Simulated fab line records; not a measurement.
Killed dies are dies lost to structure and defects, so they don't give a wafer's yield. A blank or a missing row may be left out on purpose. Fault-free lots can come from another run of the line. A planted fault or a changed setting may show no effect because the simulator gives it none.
fab line records	flow sky130
[record] lots = 11	wafers = 33	lastDay = 50
route steps=708 shown METAL1@449 VIA2@507 PAD_OPEN@708
lots with no fault: from the same line, run without faults
startH: hours from the record's first day to the start of the lot's first wafer shown	waitH: hours elapsed since this lot's preceding step	" repeats the value in the row above	L1.1+2: one row covering several wafers at once	- no value, or no start was given	* or withheld: withheld	< > ~ a bound
route shown NAME@n: NAME is a module with steps in the file, n the number in the route of the first one	usual: mean and standard deviation over wafers with no fault	same: alike in all rows	chamber/n: place in a boat	sites: readings site by site	_std_site: the values' standard deviation	_edge_site: mean of outer sites minus mean of inner sites	radiusMm: for every site, how far away it sits from the centre of the wafer	mask NAME#n: copy n	behind: the last tool/chamber to shape the wafer	hold: cause of the lot's hold/its duration in hours/its outcome	device: the transistor (n, p or np) that didn't switch	end of line: tests of these same wafers at the route's end	a step without rows: its recipe alone	killed: the dies lost at the first sort to structure and to defects; this is not the yield of the wafer	map: shows each die of a wafer: x if killed, . if not, _ if none is there
set.NAME: the setting as run; set.NAME@STEP: as run at that earlier step	model.NAME: the simulator's own value behind a step, which no gauge read
steps of the route over a sample of lots; a table a step, a row a wafer
services: when a tool's chamber went out of use (startH, in hours from the record's first day, below 0 if earlier), for how many hours, and the reason
[[steps]]
[step SKY_METAL1_CD_MEAS_15]
[recipe] targetCdNm = 140
[usual] cdNm = 139.8/1.6
lot.wafer	tool	chamber	startH	waitH	cdNm
L963.1	cdSem-02	-	757.99	-	138.6
L963.5	"	-	"	"	137.9
L963.6	"	-	"	"	138.9
L964.1	cdSem-02	-	767.74	-	141.4
L964.2	"	-	"	"	141.0
L964.4	"	-	"	"	139.9
L967.2	cdSem-01	-	796.86	-	141.7
L967.3	"	-	"	"	143.1
L967.6	"	-	"	"	143.2
L968.1	cdSem-02	-	811.05	-	138.6
L968.2	"	-	"	"	137.1
L968.6	"	-	"	"	136.4
L969.1	cdSem-01	-	813.79	-	141.6
L969.2	"	-	"	"	140.3
L969.5	"	-	"	"	142.0
L970.1	cdSem-01	-	825.29	-	139.7
L970.2	"	-	"	"	138.1
L970.5	"	-	"	"	138.0
L971.1	cdSem-02	-	830.09	-	139.6
L971.2	"	-	"	"	140.3
L971.6	"	-	"	"	139.5
L983.1	cdSem-01	-	915.09	-	139.0
L983.3	"	-	"	"	138.2
L983.6	"	-	"	"	138.2
L984.1	cdSem-01	-	923.90	-	139.3
L984.4	"	-	"	"	141.7
L984.5	"	-	"	"	140.8
L985.1	cdSem-01	-	931.70	-	138.0
L985.2	"	-	"	"	137.2
L985.3	"	-	"	"	136.6
L986.2	cdSem-02	-	936.47	-	139.8
L986.4	"	-	"	"	140.0
L986.6	"	-	"	"	140.6
[step SKY_METAL1_ETCH_18]
[recipe] chemistry = N2/H2	target = BARC	ionEnergyEv = 200	biasW = 100	pressureMtorr = 30	n2FlowSccm = 100	h2FlowSccm = 200	icpW = 500	stopOn = SiO2	timeS = 45.9	targetDepthA = 600
[usual] drypumpMotorCurrentA = 5.6/0.55	oesProductAu = 0.854/0.0054	throttleValvePct = 13.226/0.0087
lot.wafer	tool	chamber	startH	waitH	drypumpMotorCurrentA	oesProductAu	rfHoursCounterH	throttleValvePct
L963.1	rieMetal-03	1	758.18	0.0	4.8	0.853	13	13.224
L963.5	"	1	"	"	4.8	0.854	-	13.241
L963.6	"	0	"	"	5.9	0.850	-	13.223
L964.1	rieMetal-04	1	767.94	0.0	5.8	0.864	5	13.219
L964.2	"	0	"	"	5.9	0.845	14	13.230
L964.4	"	0	"	"	5.9	0.844	-	13.226
L967.2	rieMetal-03	0	797.03	0.0	5.9	0.855	4	13.232
L967.3	"	1	"	"	4.8	0.861	-	13.216
L967.6	"	0	"	"	5.9	0.861	-	13.231
L968.1	rieMetal-01	1	811.24	0.0	4.7	0.852	14	13.234
L968.2	"	0	"	"	6.2	0.848	4	13.230
L968.6	"	1	"	"	4.7	0.844	-	13.209
L969.1	rieMetal-04	1	814.01	0.1	5.8	0.850	7	13.231
L969.2	"	1	"	"	5.8	0.854	-	13.226
L969.5	"	1	"	"	5.8	0.852	-	13.224
L970.1	rieMetal-03	0	825.48	0.0	5.9	0.858	5	13.227
L970.2	"	1	"	"	4.8	0.853	15	13.231
L970.5	"	1	"	"	4.8	0.852	-	13.234
L971.1	rieMetal-03	0	830.28	0.0	5.9	0.859	5	13.222
L971.2	"	1	"	"	4.8	0.857	15	13.235
L971.6	"	0	"	"	5.9	0.862	-	13.235
L983.1	rieMetal-01	1	915.28	0.0	4.7	0.850	0	13.213
L983.3	"	0	"	"	6.3	0.860	-	13.239
L983.6	"	0	"	"	6.3	0.856	-	13.227
L984.1	rieMetal-04	0	924.09	0.0	5.9	0.859	4	13.220
L984.4	"	1	"	"	5.8	0.860	-	13.228
L984.5	"	1	"	"	5.8	0.845	-	13.227
L985.1	rieMetal-03	1	931.89	0.0	4.8	0.862	2	13.227
L985.2	"	0	"	"	5.9	0.845	10	13.225
L985.3	"	1	"	"	4.8	0.854	-	13.222
L986.2	rieMetal-03	0	936.64	0.0	5.9	0.854	11	13.234
L986.4	"	1	"	"	4.8	0.855	-	13.235
L986.6	"	1	"	"	4.8	0.855	-	13.226
[step SKY_VIA2_HDPCVD_00]
[recipe] material = SiO2	targetThkNm = 1180	sigmaOpenFrac = 0.3	timeS = 196.7	tempC = 400	sih4FlowSccm = 60	pressureMtorr = 6
[usual] runLengthS = 224.5/0.65
lot.wafer	tool	chamber	startH	waitH	runLengthS
L963.1	hdpcvd-02	1	816.41	0.0	223.8
L963.5	"	0	"	"	223.9
L963.6	"	1	"	"	224.0
L964.1	hdpcvd-01	0	825.06	0.0	226.0
L964.2	"	1	"	"	224.4
L964.4	"	1	"	"	225.1
L967.2	hdpcvd-01	2	853.08	0.0	223.6
L967.3	"	1	"	"	224.9
L967.6	"	0	"	"	225.7
L968.1	hdpcvd-02	1	866.51	0.0	224.2
L968.2	"	0	"	"	224.2
L968.6	"	0	"	"	223.9
L969.1	hdpcvd-01	1	869.23	0.0	224.5
L969.2	"	2	"	"	223.8
L969.5	"	1	"	"	224.7
L970.1	hdpcvd-01	0	881.45	0.0	271.9
L970.2	"	1	"	"	224.5
L970.5	"	2	"	"	224.0
L971.1	hdpcvd-01	1	886.07	0.0	224.5
L971.2	"	0	"	"	272.4
L971.6	"	1	"	"	224.6
L983.1	hdpcvd-01	2	967.86	0.0	223.9
L983.3	"	2	"	"	224.0
L983.6	"	2	"	"	224.0
L984.1	hdpcvd-02	2	976.00	0.0	224.4
L984.4	"	2	"	"	224.2
L984.5	"	0	"	"	224.3
L985.1	hdpcvd-01	2	984.66	0.0	224.4
L985.2	"	0	"	"	225.6
L985.3	"	1	"	"	224.2
L986.2	hdpcvd-02	2	988.13	0.0	224.0
L986.4	"	2	"	"	223.9
L986.6	"	1	"	"	223.9
[step SKY_VIA2_THK_MEAS_01]
[recipe] reads = SiO2_of_VIA2_HDPCVD_00
[usual] VIA2_HDPCVD_THK = 1178/12
lot.wafer	tool	chamber	startH	waitH	hold	VIA2_HDPCVD_THK[nm]
L963.1	filmMetro-02	-	816.53	0.1	-	1171
L963.5	"	-	"	"	-	1167
L963.6	"	-	"	"	-	1167
L964.1	filmMetro-02	-	825.19	0.1	-	1178
L964.2	"	-	"	"	-	1186
L964.4	"	-	"	"	-	1170
L967.2	filmMetro-04	-	853.22	0.1	-	1196
L967.3	"	-	"	"	-	1195
L967.6	"	-	"	"	-	1207
L968.1	filmMetro-02	-	866.63	0.1	-	1166
L968.2	"	-	"	"	-	1168
L968.6	"	-	"	"	-	1169
L969.1	filmMetro-03	-	869.36	0.1	-	1178
L969.2	"	-	"	"	-	1175
L969.5	"	-	"	"	-	1172
L970.1	filmMetro-04	-	881.58	0.1	awaitDispo/0.2h/release	1457
L970.2	"	-	"	"	awaitDispo/0.2h/release	1190
L970.5	"	-	"	"	awaitDispo/0.2h/release	1201
L970.1	filmMetro-04	-	881.81	0.2	-	1456
L970.2	"	-	"	"	-	1191
L970.5	"	-	"	"	-	1202
L971.1	filmMetro-02	-	886.19	0.1	awaitDispo/0.2h/release	1191
L971.2	"	-	"	"	awaitDispo/0.2h/release	1477
L971.6	"	-	"	"	awaitDispo/0.2h/release	1191
L971.1	filmMetro-02	-	886.42	0.2	-	1191
L971.2	"	-	"	"	-	1478
L971.6	"	-	"	"	-	1193
L983.1	filmMetro-03	-	968.05	0.1	-	1172
L983.3	"	-	"	"	-	1164
L983.6	"	-	"	"	-	1171
L984.1	filmMetro-02	-	976.13	0.1	-	1189
L984.4	"	-	"	"	-	1197
L984.5	"	-	"	"	-	1181
L985.1	filmMetro-02	-	984.79	0.1	-	1171
L985.2	"	-	"	"	-	1191
L985.3	"	-	"	"	-	1185
L986.2	filmMetro-03	-	988.27	0.1	-	1174
L986.4	"	-	"	"	-	1173
L986.6	"	-	"	"	-	1149
[step SKY_VIA2_BOW_MEAS_03]
[recipe] mode = bow
[usual] VIA2_BOW = 86/7.7
lot.wafer	tool	chamber	startH	waitH	VIA2_BOW[um]
L963.1	filmMetro-03	-	816.89	0.1	90
L963.5	"	-	"	"	85
L963.6	"	-	"	"	87
L964.1	filmMetro-04	-	825.55	0.1	86
L964.2	"	-	"	"	92
L964.4	"	-	"	"	76
L967.2	filmMetro-03	-	853.59	0.2	81
L967.3	"	-	"	"	86
L967.6	"	-	"	"	75
L968.1	filmMetro-04	-	866.99	0.1	88
L968.2	"	-	"	"	90
L968.6	"	-	"	"	84
L969.1	filmMetro-04	-	869.72	0.2	85
L969.2	"	-	"	"	76
L969.5	"	-	"	"	81
L970.1	filmMetro-02	-	885.35	0.1	84
L970.2	"	-	"	"	78
L970.5	"	-	"	"	80
L971.1	filmMetro-02	-	889.02	0.2	85
L971.2	"	-	"	"	88
L971.6	"	-	"	"	71
L983.1	filmMetro-02	-	968.41	0.2	88
L983.3	"	-	"	"	91
L983.6	"	-	"	"	93
L984.1	filmMetro-02	-	976.49	0.1	93
L984.4	"	-	"	"	97
L984.5	"	-	"	"	76
L985.1	filmMetro-04	-	985.15	0.2	97
L985.2	"	-	"	"	106
L985.3	"	-	"	"	85
L986.2	filmMetro-04	-	988.64	0.1	80
L986.4	"	-	"	"	91
L986.6	"	-	"	"	84
[step SKY_PAD_OPEN_PROBE_99]
[usual] defectLimitedYield = 82.4/1.8	killed_at_M0_to_M3 = 43/6.5	killed_at_M4_up = 3.2/1.8	killedAtContacts = 24/5.2	killedAtFrontEnd = 15/4	killedAtOther = 0.4/0.69	killedDies = 86/8.7	killedOpen = 47/7	killedShort = 39/5.7	sort_bin_3_pad_short = 0.9/0.43	sort_bin_5_function = 10.5/1.4	sort_bin_6_memory = 6.2/1.2	sortNPass = 406/8.7	sortYieldPct = 82.4/1.8
[same] grossDies = 492	killedAtBackSide = 0	sort_bin_4_leakage[%] = 0	sort_bin_8_speed[%] = 0
lot.wafer	tool	chamber	startH	waitH	defectLimitedYield[%]	killed_at_M0_to_M3	killed_at_M4_up	killedAtContacts	killedAtFrontEnd	killedAtOther	killedDies	killedOpen	killedShort	sort_bin_3_pad_short[%]	sort_bin_5_function[%]	sort_bin_6_memory[%]	sortNPass	sortYieldPct[%]
L969.1	prober-02	-	1113.21	0.1	82.1	44	2	21	21	0	88	52	36	0.8	10.8	6.3	404	82.1
L969.2	prober-02	-	1113.26	0.1	84.6	35	3	25	12	1	76	40	35	1.4	9.1	4.9	416	84.6
L969.5	prober-02	-	1113.41	0.2	82.5	48	1	20	17	0	86	53	33	1.0	9.3	7.1	406	82.5
// killed by level:class
L969.1 VIA3:geometricParticle:open=10 FIELD_ISO:geometricParticle:open=8 VIA1:geometricParticle:open=8 LI_CONTACT:geometricParticle:open=8 CONTACT:geometricParticle:open=7 VIA1:geometricParticle:short=6 VIA2:geometricParticle:open=6 POLY_GATE:geometricParticle:short=5
L969.2 CONTACT:geometricParticle:open=9 VIA2:geometricParticle:open=9 VIA1:geometricParticle:open=6 LOCAL_INTERCONNECT:geometricParticle:short=5 VIA3:geometricParticle:short=5 LI_CONTACT:geometricParticle:short=4 LI_CONTACT:geometricParticle:open=4 METAL1:geometricParticle:short=4
L969.5 VIA1:geometricParticle:open=14 VIA3:geometricParticle:open=8 LI_CONTACT:geometricParticle:open=7 VIA2:geometricParticle:open=7 CONTACT:geometricParticle:open=6 POLY_GATE:geometricParticle:short=5 METAL2:geometricParticle:short=5 FIELD_ISO:geometricParticle:short=4
[[services]]
tool	chamber	startH	hours	kind
rieMetal-03	-	738.31	1.4	pm
hdpcvd-02	-	753.40	2.0	repair
rieMetal-04	0	813.80	-	clean
rieMetal-04	0	813.80	12.6	scheduledDown
rieMetal-04	0	813.80	12.6	ventCycle
rieMetal-04	-	829.13	0.5	repair
rieMetal-03	1	853.65	-	clean
rieMetal-03	1	853.65	23.1	scheduledDown
rieMetal-03	1	853.65	23.1	ventCycle
rieMetal-01	1	879.07	-	clean
hdpcvd-02	1	888.10	3.7	repair
hdpcvd-02	-	921.85	2.8	pm
hdpcvd-02	0	925.82	22.0	repair
hdpcvd-01	-	950.25	15.0	pm
hdpcvd-01	0	950.25	15.0	ventCycle
hdpcvd-01	1	950.25	18.1	ventCycle
hdpcvd-01	2	950.25	15.0	ventCycle
rieMetal-01	1	961.11	19.3	repair
hdpcvd-01	1	962.27	6.0	repair
hdpcvd-01	0	965.25	-	clean
hdpcvd-01	1	965.25	-	clean
hdpcvd-01	2	965.25	-	clean
hdpcvd-02	2	979.81	6.4	repair
rieMetal-01	0	981.77	23.3	repair
[[key]]
[firstSign] step = SKY_VIA2_HDPCVD_00	reading = runLengthS	direction = up	sigmas = 74	usual = *	struck = *
[effect] step = SKY_VIA2_THK_MEAS_01	reading = visit	direction = added
[effect] step = SKY_VIA2_THK_MEAS_01	reading = VIA2_HDPCVD_THK	direction = up	sigmas = 24	usual = 1178	struck = 1467
metAt SKY_VIA2_HDPCVD_00
struckLots L970,L971
struckWafers L970.1,L971.2
notActingAt SKY_METAL1_CD_MEAS_15,SKY_METAL1_ETCH_18,SKY_VIA2_BOW_MEAS_03
onsetBetween 853.08 881.45
[fault] kind = processParameterDrift	tool = hdpcvd-01	chamber = 0	onsetH = 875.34	steps = SKY_VIA2_HDPCVD_00	channel = timeS	offset = *	shape = step	endH = 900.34	actsIn = *	stated = *
